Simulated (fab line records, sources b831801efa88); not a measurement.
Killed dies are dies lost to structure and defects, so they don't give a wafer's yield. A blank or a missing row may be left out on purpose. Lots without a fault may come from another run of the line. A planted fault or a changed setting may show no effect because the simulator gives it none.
fab line records | flow sky130
record lots=9 wafers=27 last_day=50
route steps=708 shown VIA3@589 CAP2M@605 PAD_OPEN@708
lots that met no fault: from a run of the same line without faults
start_h: hours from the record's first day to the start of the lot's first wafer shown | wait_h: hours since the lot's step before | " the same as in the row above | L1.1+2: a row that stands for several wafers | - no value, or no start given | * or withheld: withheld | < > ~ a bound
route shown NAME@n: a module of which the file shows steps, and the number in the route of the first | usual: mean/standard deviation of fault-free wafers | same: alike in all rows | chamber/n: place in a boat | sites: the reading at each site | _std_site: their standard deviation | _edge_site: outer sites' mean less inner sites' | radius_mm: how far each site lies from the wafer's centre | mask NAME#n: copy n | behind: the tool/chamber that last shaped the wafer | hold: why the lot was held/for how many hours/how that ended | device: the transistor (n, p or np) that didn't switch | end of line: the same wafers' tests at the end of the route | a step without rows: its recipe alone | killed: dies lost to structure and defects at the first sort, not the wafer's yield | map: a wafer's dies, x killed, . not, _ none there
set.NAME: the setting as run; set.NAME@STEP: as run at that earlier step | model.NAME: the simulator's own value behind a step, which no gauge read
steps of the route over a sample of lots; a table a step, a row a wafer
services: from which hour (start_h, from the record's first day; less than 0 if before it) a tool's chamber was out of use, for how many hours, and why
## steps
# step SKY_VIA3_STRIP_16
# recipe chemistry=O2/N2 power_w=1400 pressure_mtorr=1500 platen_temp_c=withheld o2_flow_sccm=3000 n2_flow_sccm=300 overash_fraction=0.5
# usual drypump_motor_current_A=5.6/0.59 oes_product_au=0.402/0.0045 strip_time_to_endpoint_s=4.129/0.026
# columns lot.wafer tool chamber start_h wait_h drypump_motor_current_A oes_product_au rf_hours_counter_h strip_time_to_endpoint_s
L505.3 plasma_asher-04 1 932.62 0.1 5.2 0.398 - 4.138
L505.5 " 1 " " 5.1 0.399 - 4.129
L505.6 " 0 " " 5.6 0.408 - 4.160
L509.2 plasma_asher-02 0 955.63 0.0 6.8 0.403 49 4.139
L509.3 " 0 " " 6.8 0.402 - 4.098
L509.4 " 1 " " 5.3 0.404 - 4.126
L515.1 plasma_asher-01 0 989.28 0.0 4.9 0.398 24 4.128
L515.4 " 0 " " 4.9 0.399 - 4.180
L515.6 " 1 " " 5.6 0.398 - 4.141
L514.2 plasma_asher-01 0 1000.78 0.0 4.9 0.401 24 4.119
L514.5 " 0 " " 5.0 0.409 - 4.164
L514.6 " 1 " " 5.7 0.397 - 4.131
L516.4 plasma_asher-04 1 1016.12 0.1 5.1 0.393 - 4.122
L516.5 " 0 " " 5.6 0.408 - 4.122
L516.6 " 1 " " 5.2 0.410 - 4.122
L520.1 plasma_asher-04 1 1038.08 0.0 5.2 0.401 120 4.124
L520.2 " 0 " " 5.6 0.407 120 4.153
L520.4 " 1 " " 5.2 0.407 - 4.171
L519.3 plasma_asher-02 0 1040.17 0.1 6.8 0.397 - 4.120
L519.4 " 1 " " 5.3 0.400 - 4.134
L519.6 " 0 " " 6.8 0.400 - 4.102
L526.2 plasma_asher-04 1 1077.53 0.0 5.2 0.412 1 4.132
L526.4 " 1 " " 5.2 0.402 - 4.146
L526.6 " 0 " " 5.6 0.408 - 4.118
L527.2 plasma_asher-01 1 1079.88 0.0 5.6 0.393 33 4.096
L527.3 " 0 " " 4.9 0.404 - 4.120
L527.6 " 1 " " 5.6 0.402 - 4.078
# step SKY_VIA3_RS_MEAS_22
# recipe thk_meas_gauge=four-point-probe reads=W_of_VIA3_CVD_21+TiN_of_VIA3_SPUTTER_20
# usual VIA3_W_RS=0.292/0.0067
# columns lot.wafer tool chamber start_h wait_h VIA3_W_RS[ohm/sq]
L505.3 film_metro-04 - 933.41 0.1 0.300
L505.5 " - " " 0.297
L505.6 " - " " 0.304
L509.2 film_metro-03 - 956.43 0.1 0.281
L509.3 " - " " 0.283
L509.4 " - " " 0.296
L515.1 film_metro-03 - 990.09 0.1 0.295
L515.4 " - " " 0.283
L515.6 " - " " 0.284
L514.2 film_metro-01 - 1001.62 0.1 0.286
L514.5 " - " " 0.284
L514.6 " - " " 0.298
L516.4 film_metro-04 - 1016.92 0.1 0.295
L516.5 " - " " 0.294
L516.6 " - " " 0.299
L520.1 film_metro-04 - 1038.87 0.1 0.297
L520.2 " - " " 0.286
L520.4 " - " " 0.284
L519.3 film_metro-03 - 1040.99 0.1 0.285
L519.4 " - " " 0.296
L519.6 " - " " 0.283
L526.2 film_metro-03 - 1078.34 0.1 0.297
L526.4 " - " " 0.300
L526.6 " - " " 0.299
L527.2 film_metro-04 - 1080.71 0.1 0.303
L527.3 " - " " 0.301
L527.6 " - " " 0.298
# step SKY_VIA3_CMP_24
# recipe stop_on=SiO2 t_overpolish_s=20 down_force_psi=3.5 platen_rpm=60 target_thk_nm=0 pad_velocity_m_s=0.94248
# usual motor_current_A=11.3/1.1 overpolish_run_s=19.999/0.0097 retaining_ring_pressure_frac=1.000/0.0053 slurry_filter_dp_kPa=13.50/0.13 time_to_endpoint_s=97/4.9
# columns lot.wafer tool chamber start_h wait_h motor_current_A overpolish_run_s retaining_ring_pressure_frac slurry_filter_dp_kPa time_to_endpoint_s
L505.3 cmp-02 2 933.55 0.0 11.3 20.002 1.015 13.73 89
L505.6 " 2 " " 11.6 20.012 1.001 13.58 87
L505.5 " 3 " " 9.6 20.006 1.001 13.69 99
L509.2 cmp-01 1 956.59 0.0 10.6 20.001 0.993 13.54 99
L509.4 " 2 " " 12.8 19.992 1.000 13.73 92
L509.3 " 0 " " 11.4 20.000 1.007 13.43 97
L515.1 cmp-01 3 990.37 0.1 11.3 19.992 1.000 13.54 99
L515.4 " 0 " " 12.1 19.980 1.000 13.44 97
L515.6 " 2 " " 12.7 19.997 0.996 13.54 106
L514.2 cmp-02 3 1002.25 0.5 9.9 20.006 0.998 13.41 104
L514.6 " 2 " " 11.8 20.001 1.005 13.47 92
L514.5 " 3 " " 9.5 20.008 1.006 13.40 109
L516.4 cmp-02 0 1017.37 0.4 11.0 20.004 0.998 13.52 100
L516.6 " 3 " " 9.4 20.001 0.997 13.30 99
L516.5 " 0 " " 10.8 19.999 0.991 13.47 101
L520.1 cmp-01 3 1039.05 0.1 11.2 19.991 1.013 13.84 98
L520.4 " 0 " " 12.2 19.979 0.999 13.61 98
L520.2 " 2 " " 12.7 19.992 0.995 13.38 100
L519.4 cmp-02 2 1041.18 0.1 11.6 20.007 1.005 13.41 91
L519.3 " 3 " " 9.9 20.012 0.997 13.51 109
L519.6 " 2 " " 11.4 19.995 0.998 13.43 98
L526.2 cmp-01 0 1078.60 0.1 12.2 19.995 0.991 13.41 93
L526.4 " 1 " " 10.7 19.995 1.003 13.79 95
L526.6 " 2 " " 12.1 20.004 0.999 13.41 93
L527.3 cmp-02 3 1080.87 0.0 9.2 20.003 0.993 13.44 101
L527.2 " 2 " " 11.0 20.000 1.000 13.34 94
L527.6 " 0 " " 10.9 19.995 1.006 13.43 103
# step SKY_CAP2M_SPUTTER_02
# recipe material=TiN target_thk_nm=200 temp_c=300 power_w=6500 time_s=166.7 chamber_pressure_pa=0.4
# usual chamber_pressure_pa=0.4001/0.00078 throttle_valve_pct=29.9/1
# columns lot.wafer tool chamber start_h wait_h chamber_pressure_pa throttle_valve_pct
L505.3 pvd_sputter-02 - 934.08 0.0 0.4016 31.0
L505.5 " - " " 0.4009 30.0
L505.6 " - " " 0.4010 30.6
L509.2 pvd_sputter-04 - 957.13 0.0 0.3988 30.7
L509.3 " - " " 0.3998 28.7
L509.4 " - " " 0.4001 29.6
L515.1 pvd_sputter-01 - 990.80 0.1 0.4013 30.4
L515.4 " - " " 0.3989 30.2
L515.6 " - " " 0.4004 30.2
L514.2 pvd_sputter-04 - 1002.75 0.0 0.4004 29.8
L514.5 " - " " 0.4004 28.6
L514.6 " - " " 0.4006 30.6
L516.4 pvd_sputter-04 - 1017.87 0.0 0.4004 30.6
L516.5 " - " " 0.4009 30.5
L516.6 " - " " 0.4006 29.6
L520.1 pvd_sputter-02 - 1039.58 0.1 0.3994 30.9
L520.2 " - " " 0.3997 30.3
L520.4 " - " " 0.4009 30.0
L519.3 pvd_sputter-02 - 1041.66 0.0 0.4014 30.9
L519.4 " - " " 0.4012 30.9
L519.6 " - " " 0.4013 30.0
L526.2 pvd_sputter-04 - 1079.05 0.0 0.3995 28.8
L526.4 " - " " 0.4004 30.6
L526.6 " - " " 0.3999 29.7
L527.2 pvd_sputter-04 - 1081.41 0.0 0.3995 28.8
L527.3 " - " " 0.3992 30.4
L527.6 " - " " 0.4000 29.3
# step SKY_CAP2M_RS_MEAS_03
# recipe thk_meas_gauge=four-point-probe reads=TiN_of_CAP2M_SPUTTER_02
# usual CAP2M_TIN_RS=6.91/0.069
# columns lot.wafer tool chamber start_h wait_h CAP2M_TIN_RS[ohm/sq]
L505.3 film_metro-01 - 934.23 0.1 6.96
L505.5 " - " " 6.96
L505.6 " - " " 6.92
L509.2 film_metro-02 - 957.26 0.1 6.89
L509.3 " - " " 6.93
L509.4 " - " " 6.99
L515.1 film_metro-02 - 990.91 0.1 7.01
L515.4 " - " " 6.92
L515.6 " - " " 6.93
L514.2 film_metro-02 - 1002.88 0.1 6.91
L514.5 " - " " 6.97
L514.6 " - " " 6.88
L516.4 film_metro-02 - 1018.04 0.1 6.80
L516.5 " - " " 6.76
L516.6 " - " " 6.81
L520.1 film_metro-01 - 1039.69 0.1 6.94
L520.2 " - " " 6.91
L520.4 " - " " 6.97
L519.3 film_metro-01 - 1041.81 0.1 6.92
L519.4 " - " " 6.95
L519.6 " - " " 6.87
L526.2 film_metro-03 - 1079.18 0.1 6.73
L526.4 " - " " 6.60
L526.6 " - " " 6.65
L527.2 film_metro-02 - 1081.54 0.1 6.68
L527.3 " - " " 6.65
L527.6 " - " " 6.65
# step SKY_CAP2M_THK_MEAS_04
# recipe thk_meas_gauge=xrf reads=TiN_of_CAP2M_SPUTTER_02
# usual CAP2M_TIN_THK=203.3/2.3
# columns lot.wafer tool chamber start_h wait_h CAP2M_TIN_THK[nm]
L505.3 film_metro-01 - 934.33 0.1 201.3
L505.5 " - " " 202.4
L505.6 " - " " 203.3
L509.2 film_metro-02 - 957.37 0.1 204.4
L509.3 " - " " 202.5
L509.4 " - " " 201.1
L515.1 film_metro-02 - 991.03 0.1 200.5
L515.4 " - " " 202.6
L515.6 " - " " 202.5
L514.2 film_metro-02 - 1002.99 0.1 202.9
L514.5 " - " " 200.8
L514.6 " - " " 203.5
L516.4 film_metro-02 - 1018.13 0.1 207.0
L516.5 " - " " 208.8
L516.6 " - " " 206.3
L520.1 film_metro-01 - 1039.81 0.1 202.5
L520.2 " - " " 204.1
L520.4 " - " " 202.2
L519.3 film_metro-01 - 1041.91 0.1 204.4
L519.4 " - " " 202.9
L519.6 " - " " 204.9
L526.2 film_metro-03 - 1079.29 0.1 206.8
L526.4 " - " " 210.9
L526.6 " - " " 209.4
L527.2 film_metro-02 - 1081.65 0.1 210.7
L527.3 " - " " 211.0
L527.6 " - " " 211.6
# step SKY_CAP2M_METAL_ETCH_13
# recipe target_depth_nm=220 stop_on=SiO2 chemistry=Cl2/BCl3 target=TiN pressure_mtorr=10 icp_w=900 bias_w=47.83 Cl2_flow_sccm=60 bcl3_flow_sccm=30 time_s=62.9
# usual drypump_motor_current_A=5.8/0.33 oes_product_au=0.941/0.0064 rf_fwd_power_W=892/3.5 throttle_valve_pct=21.901/0.0098
# columns lot.wafer tool chamber start_h wait_h drypump_motor_current_A oes_product_au rf_fwd_power_W rf_hours_counter_h throttle_valve_pct
L505.3 rie_metal-04 0 958.93 0.0 5.3 0.940 894 - 21.891
L505.5 " 0 " " 5.3 0.936 891 - 21.903
L505.6 " 1 " " 6.1 0.936 888 - 21.897
L509.2 rie_metal-01 1 981.01 0.0 5.7 0.951 896 4 21.911
L509.3 " 0 " " 5.9 0.930 898 - 21.911
L509.4 " 1 " " 5.7 0.936 890 - 21.918
L515.1 rie_metal-02 1 1012.31 0.0 5.8 0.929 893 11 21.909
L515.4 " 0 " " 6.8 0.938 889 - 21.916
L515.6 " 1 " " 5.8 0.935 893 - 21.891
L514.2 rie_metal-02 0 1025.46 0.0 6.7 0.942 891 17 21.887
L514.5 " 1 " " 5.7 0.939 897 - 21.911
L514.6 " 0 " " 6.8 0.938 892 - 21.911
L516.4 rie_metal-04 0 1040.38 0.0 5.3 0.949 889 - 21.899
L516.5 " 0 " " 5.3 0.944 887 - 21.903
L516.6 " 1 " " 6.1 0.944 893 - 21.888
L520.1 rie_metal-04 1 1061.66 0.0 6.1 0.933 889 15 21.900
L520.2 " 0 " " 5.3 0.938 892 20 21.907
L520.4 " 0 " " 5.3 0.941 888 - 21.895
L519.3 rie_metal-01 0 1062.94 0.0 5.9 0.940 893 - 21.907
L519.4 " 1 " " 5.7 0.937 890 - 21.902
L519.6 " 1 " " 5.8 0.939 891 - 21.902
L526.2 rie_metal-01 1 1099.73 0.0 5.7 0.955 895 - 21.898
L526.4 " 1 " " 5.7 0.971 895 - 21.893
L526.6 " 1 " " 5.7 0.961 895 - 21.885
L527.2 rie_metal-04 1 1101.76 0.0 6.0 0.959 888 19 21.897
L527.3 " 0 " " 5.3 0.965 897 - 21.885
L527.6 " 1 " " 6.0 0.956 890 - 21.909
# step SKY_PAD_OPEN_PROBE_99
# usual defect_limited_yield=82.6/1.9 killed_at_M0_to_M3=43/7.2 killed_at_M4_up=3.5/2 killed_at_contacts=24/5.2 killed_at_front_end=15/4.4 killed_at_other=0.2/0.48 killed_dies=85/9.4 killed_open=46/7.3 killed_short=39/6.1 sort_bin_3_pad_short=0.8/0.37 sort_bin_5_function=10.2/1.4 sort_bin_6_memory=6.3/1.1 sort_n_pass=407/9.4 sort_yield_pct=82.6/1.9
# same gross_dies=492 killed_at_back_side=0 sort_bin_4_leakage[%]=0 sort_bin_8_speed[%]=0
# columns lot.wafer tool chamber start_h wait_h defect_limited_yield[%] killed_at_M0_to_M3 killed_at_M4_up killed_at_contacts killed_at_front_end killed_at_other killed_dies killed_open killed_short sort_bin_3_pad_short[%] sort_bin_5_function[%] sort_bin_6_memory[%] sort_n_pass sort_yield_pct[%]
L505.3 prober-01 - 1081.44 0.2 82.3 45 5 24 13 0 87 48 39 1.2 9.1 7.3 405 82.3
L505.5 prober-01 - 1081.54 0.2 80.5 41 4 24 27 0 96 67 29 0.8 10.2 8.5 396 80.5
L505.6 prober-01 - 1081.59 0.2 86.8 35 1 21 8 0 65 35 30 0.8 7.3 5.1 427 86.8
L509.2 prober-01 - 1100.77 0.1 81.9 52 1 27 9 0 89 56 33 0 10.8 7.3 403 81.9
L509.3 prober-01 - 1100.82 0.2 80.7 53 7 19 16 0 95 59 36 1.0 11.6 6.7 397 80.7
L509.4 prober-01 - 1100.87 0.2 85.2 35 6 21 11 0 73 38 35 1.2 10.0 3.7 419 85.2
L515.1 prober-02 - 1127.15 0.1 83.9 35 4 22 18 0 79 42 37 0.6 10.0 5.5 413 83.9
L515.4 prober-02 - 1127.30 0.2 83.3 40 2 29 10 1 82 41 41 1.0 9.6 6.1 410 83.3
L515.6 prober-02 - 1127.40 0.2 87.0 29 0 21 14 0 64 34 30 1.0 7.7 4.3 428 87.0
L514.2 prober-02 - 1136.29 0.1 80.9 41 4 28 21 0 94 54 39 0.6 10.0 8.5 398 80.9
L514.5 prober-02 - 1136.44 0.2 81.3 47 7 24 14 0 92 45 47 1.4 9.8 7.5 400 81.3
L514.6 prober-02 - 1136.49 0.2 81.7 41 4 27 18 0 90 50 40 1.0 11.2 6.1 402 81.7
L516.4 prober-01 - 1149.00 0.2 78.9 58 1 27 18 0 104 59 45 1.4 13.4 6.3 388 78.9
L516.5 prober-01 - 1149.05 0.2 83.5 34 7 28 12 0 81 49 32 0.4 10.2 5.9 411 83.5
L516.6 prober-01 - 1149.10 0.2 77.0 56 9 26 22 0 113 61 52 1.0 11.8 10.2 379 77.0
L520.1 prober-02 - 1165.06 0.1 82.1 38 4 30 13 3 88 40 44 0.4 9.8 7.7 404 82.1
L520.2 prober-02 - 1165.11 0.1 82.7 39 4 27 13 2 85 43 40 1.2 9.8 6.3 407 82.7
L520.4 prober-02 - 1165.21 0.2 83.5 45 4 21 11 0 81 42 39 0.4 10.0 6.1 411 83.5
L519.3 prober-01 - 1166.68 0.2 83.9 36 1 25 16 1 79 43 36 1.4 7.5 7.1 413 83.9
L519.4 prober-01 - 1166.73 0.2 81.1 31 3 28 31 0 93 52 41 0.6 11.8 6.5 399 81.1
L519.6 prober-01 - 1166.83 0.2 82.7 37 2 25 21 0 85 43 42 0.8 12.4 4.1 407 82.7
L526.2 prober-01 - 1197.73 0.1 82.7 32 3 29 21 0 85 37 48 0.6 10.2 6.5 407 82.7
L526.4 prober-01 - 1197.83 0.2 80.3 44 2 32 19 0 97 53 44 0.8 11.0 7.9 395 80.3
L526.6 prober-01 - 1197.93 0.2 82.1 49 5 19 14 1 88 48 40 0.4 11.2 6.3 404 82.1
L527.2 prober-02 - 1199.09 0.1 80.3 48 6 21 22 0 97 45 52 1.2 12.4 6.1 395 80.3
L527.3 prober-02 - 1199.14 0.2 81.3 47 2 23 20 0 92 43 47 0.2 11.6 6.9 400 81.3
L527.6 prober-02 - 1199.29 0.2 80.9 50 5 20 19 0 94 45 49 1.2 11.2 6.7 398 80.9
# killed by level:class
L505.3 CONTACT:geometric_particle:open=12 LI_CONTACT:geometric_particle:open=9 VIA1:geometric_particle:open=8 FIELD_ISO:geometric_particle:short=7 METAL1:geometric_particle:short=6 VIA2:geometric_particle:open=6 FIELD_ISO:geometric_particle:open=4 METAL2:geometric_particle:short=4
L505.5 VIA1:geometric_particle:open=16 CONTACT:geometric_particle:open=11 LI_CONTACT:geometric_particle:open=10 FIELD_ISO:geometric_particle:open=9 POLY_GATE:geometric_particle:open=7 POLY_GATE:geometric_particle:short=6 VIA3:geometric_particle:open=6 FIELD_ISO:geometric_particle:short=4
L505.6 CONTACT:geometric_particle:open=7 METAL1:geometric_particle:short=7 VIA1:geometric_particle:open=7 LI_CONTACT:geometric_particle:open=6 VIA1:geometric_particle:short=6 CONTACT:geometric_particle:short=4 METAL2:geometric_particle:short=4 VIA3:geometric_particle:open=4
L509.2 VIA1:geometric_particle:open=13 VIA3:geometric_particle:open=12 LI_CONTACT:geometric_particle:open=10 CONTACT:geometric_particle:open=8 LI_CONTACT:geometric_particle:short=5 VIA3:geometric_particle:short=5 METAL1:geometric_particle:open=4 METAL1:geometric_particle:short=4
L509.3 VIA1:geometric_particle:open=14 VIA2:geometric_particle:open=12 CONTACT:geometric_particle:open=10 VIA1:geometric_particle:short=7 VIA3:geometric_particle:open=7 POLY_GATE:geometric_particle:short=6 FIELD_ISO:geometric_particle:open=5 METAL1:geometric_particle:short=5
L509.4 CONTACT:geometric_particle:open=9 FIELD_ISO:geometric_particle:short=6 METAL3:geometric_particle:short=6 VIA3:geometric_particle:open=6 VIA2:geometric_particle:open=5 VIA3:geometric_particle:short=4 LI_CONTACT:geometric_particle:open=4 VIA1:geometric_particle:open=4
L515.1 VIA1:geometric_particle:open=7 FIELD_ISO:geometric_particle:short=5 LI_CONTACT:geometric_particle:short=5 LI_CONTACT:geometric_particle:open=5 CONTACT:geometric_particle:open=5 VIA3:geometric_particle:open=5 VIA3:geometric_particle:short=5 FIELD_ISO:geometric_particle:open=4
L515.4 LI_CONTACT:geometric_particle:open=11 CONTACT:geometric_particle:open=7 VIA3:geometric_particle:short=6 VIA1:geometric_particle:open=6 VIA2:geometric_particle:open=6 VIA1:geometric_particle:short=5 CONTACT:geometric_particle:short=4 METAL1:geometric_particle:short=4
L515.6 LI_CONTACT:geometric_particle:open=8 CONTACT:geometric_particle:open=8 METAL1:geometric_particle:short=5 FIELD_ISO:geometric_particle:short=4 VIA2:geometric_particle:open=4 VIA3:geometric_particle:open=4 CONTACT:geometric_particle:short=3 VIA1:geometric_particle:short=3
L514.2 CONTACT:geometric_particle:open=13 VIA1:geometric_particle:open=8 VIA2:geometric_particle:open=8 POLY_GATE:geometric_particle:open=6 LI_CONTACT:geometric_particle:short=6 VIA3:geometric_particle:open=5 VIA1:geometric_particle:short=5 METAL2:geometric_particle:short=5
L514.5 VIA3:geometric_particle:open=10 VIA1:geometric_particle:open=8 CONTACT:geometric_particle:open=8 METAL1:geometric_particle:short=8 METAL4:geometric_particle:short=6 LI_CONTACT:geometric_particle:open=5 CONTACT:geometric_particle:short=5 METAL2:geometric_particle:short=5
L514.6 VIA1:geometric_particle:open=14 CONTACT:geometric_particle:open=9 CONTACT:geometric_particle:short=5 FIELD_ISO:geometric_particle:short=4 FIELD_ISO:geometric_particle:open=4 POLY_GATE:geometric_particle:open=4 LI_CONTACT:geometric_particle:open=4 LOCAL_INTERCONNECT:geometric_particle:short=4
L516.4 VIA1:geometric_particle:open=20 CONTACT:geometric_particle:open=12 VIA1:geometric_particle:short=9 LI_CONTACT:geometric_particle:open=8 POLY_GATE:geometric_particle:short=7 METAL2:geometric_particle:short=6 VIA3:geometric_particle:open=6 VIA2:geometric_particle:short=4
L516.5 CONTACT:geometric_particle:open=10 VIA1:geometric_particle:open=9 LI_CONTACT:geometric_particle:open=8 METAL1:geometric_particle:short=7 FIELD_ISO:geometric_particle:open=6 METAL4:geometric_particle:short=6 VIA2:geometric_particle:open=6 VIA3:geometric_particle:open=6
L516.6 VIA2:geometric_particle:open=11 VIA1:geometric_particle:open=10 LI_CONTACT:geometric_particle:open=9 VIA3:geometric_particle:open=9 POLY_GATE:geometric_particle:short=7 METAL4:geometric_particle:short=7 VIA1:geometric_particle:short=7 FIELD_ISO:geometric_particle:short=6
L520.1 CONTACT:geometric_particle:open=10 VIA1:geometric_particle:open=9 CONTACT:geometric_particle:short=7 VIA1:geometric_particle:short=6 VIA3:geometric_particle:open=5 METAL1:geometric_particle:short=5 METAL2:geometric_particle:short=5 FIELD_ISO:geometric_particle:short=4
L520.2 LI_CONTACT:geometric_particle:open=7 CONTACT:geometric_particle:open=7 CONTACT:geometric_particle:short=7 VIA1:geometric_particle:open=7 VIA3:geometric_particle:open=7 METAL1:geometric_particle:short=6 VIA1:geometric_particle:short=5 METAL2:geometric_particle:short=5
L520.4 VIA1:geometric_particle:open=10 CONTACT:geometric_particle:open=8 VIA2:geometric_particle:open=8 VIA1:geometric_particle:short=7 VIA3:geometric_particle:short=6 LI_CONTACT:geometric_particle:open=5 METAL1:geometric_particle:short=4 METAL2:geometric_particle:short=4
L519.3 CONTACT:geometric_particle:open=9 VIA1:geometric_particle:open=9 CONTACT:geometric_particle:short=6 POLY_GATE:geometric_particle:short=6 METAL2:geometric_particle:short=6 LOCAL_INTERCONNECT:geometric_particle:open=4 METAL1:geometric_particle:short=4 VIA3:geometric_particle:open=4
L519.4 POLY_GATE:geometric_particle:short=9 FIELD_ISO:geometric_particle:open=8 VIA1:geometric_particle:open=8 CONTACT:geometric_particle:open=8 LOCAL_INTERCONNECT:geometric_particle:short=7 POLY_GATE:geometric_particle:open=6 VIA2:geometric_particle:open=5 LI_CONTACT:geometric_particle:short=4
L519.6 VIA2:geometric_particle:open=8 LI_CONTACT:geometric_particle:open=7 VIA1:geometric_particle:short=7 FIELD_ISO:geometric_particle:open=6 CONTACT:geometric_particle:short=6 CONTACT:geometric_particle:open=6 FIELD_ISO:geometric_particle:short=4 POLY_GATE:geometric_particle:short=4
L526.2 CONTACT:geometric_particle:open=10 POLY_GATE:geometric_particle:short=8 LI_CONTACT:geometric_particle:open=8 VIA1:geometric_particle:short=7 VIA1:geometric_particle:open=7 FIELD_ISO:geometric_particle:short=4 LOCAL_INTERCONNECT:geometric_particle:short=4 CONTACT:geometric_particle:short=4
L526.4 VIA1:geometric_particle:open=14 CONTACT:geometric_particle:short=9 CONTACT:geometric_particle:open=9 VIA3:geometric_particle:open=8 LI_CONTACT:geometric_particle:open=7 VIA1:geometric_particle:short=7 FIELD_ISO:geometric_particle:short=6 FIELD_ISO:geometric_particle:open=4
L526.6 VIA1:geometric_particle:open=11 CONTACT:geometric_particle:open=10 VIA2:geometric_particle:open=8 VIA3:geometric_particle:open=7 METAL1:geometric_particle:short=6 METAL3:geometric_particle:short=6 VIA1:geometric_particle:short=5 FIELD_ISO:geometric_particle:open=4
L527.2 CONTACT:geometric_particle:open=11 METAL1:geometric_particle:short=11 VIA1:geometric_particle:open=9 VIA2:geometric_particle:short=8 POLY_GATE:geometric_particle:short=6 FIELD_ISO:geometric_particle:open=5 LI_CONTACT:geometric_particle:open=4 METAL4:geometric_particle:short=4
L527.3 VIA1:geometric_particle:open=8 VIA1:geometric_particle:short=7 CONTACT:geometric_particle:open=7 METAL1:geometric_particle:short=7 POLY_GATE:geometric_particle:short=6 METAL2:geometric_particle:short=6 CONTACT:geometric_particle:short=5 VIA2:geometric_particle:open=5
L527.6 VIA1:geometric_particle:open=10 POLY_GATE:geometric_particle:open=8 VIA3:geometric_particle:open=7 CONTACT:geometric_particle:open=6 POLY_GATE:geometric_particle:short=5 METAL1:geometric_particle:short=5 METAL2:geometric_particle:short=5 VIA2:geometric_particle:short=5
## services
# columns tool chamber start_h hours kind
cmp-01 - 912.13 4.0 pm
pvd_sputter-01 - 921.14 2.2 repair
cmp-02 - 928.41 5.1 pm
pvd_sputter-02 - 942.10 84.7 repair
cmp-01 - 945.39 8.3 repair
cmp-02 - 956.80 0.3 repair
pvd_sputter-04 - 961.59 1.0 repair
pvd_sputter-04 0 968.50 - consumable_replace:kit
rie_metal-02 1 985.86 7.6 repair
plasma_asher-01 - 1001.40 0.4 repair
cmp-01 - 1003.91 0.9 repair
pvd_sputter-02 - 1009.48 8.0 repair
cmp-01 - 1012.06 17.0 repair
cmp-01 - 1019.44 1.6 repair
cmp-01 - 1037.47 1.1 repair
pvd_sputter-01 - 1041.24 1.4 repair
cmp-02 - 1043.21 2.9 repair
rie_metal-02 - 1048.05 2.8 pm
plasma_asher-04 - 1055.25 9.0 pm
pvd_sputter-01 - 1071.19 1.2 repair
rie_metal-01 0 1076.67 5.7 repair
cmp-02 - 1082.43 4.0 pm
rie_metal-01 0 1097.02 31.0 repair
plasma_asher-01 - 1097.69 1.8 repair
## key
first_sign step=SKY_CAP2M_RS_MEAS_03 reading=CAP2M_TIN_RS direction=down sigmas=3.6 usual=6.91 struck=6.66
effect step=SKY_CAP2M_THK_MEAS_04 reading=CAP2M_TIN_THK direction=up sigmas=3 usual=203.3 struck=210.1
effect step=SKY_CAP2M_METAL_ETCH_13 reading=oes_product_au direction=up sigmas=3.1 usual=0.941 struck=0.961
met_at SKY_CAP2M_SPUTTER_02
struck_lots L526,L527
not_acting_at SKY_VIA3_STRIP_16,SKY_VIA3_RS_MEAS_22,SKY_VIA3_CMP_24
onset_between 1017.87 1079.05
also_fits time
fault kind=process_parameter_drift tool=pvd_sputter-04 chamber=- onset_h=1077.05 steps=SKY_CAP2M_SPUTTER_02 channel=time_s offset=* shape=step end_h=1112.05 acts_in=* stated=*
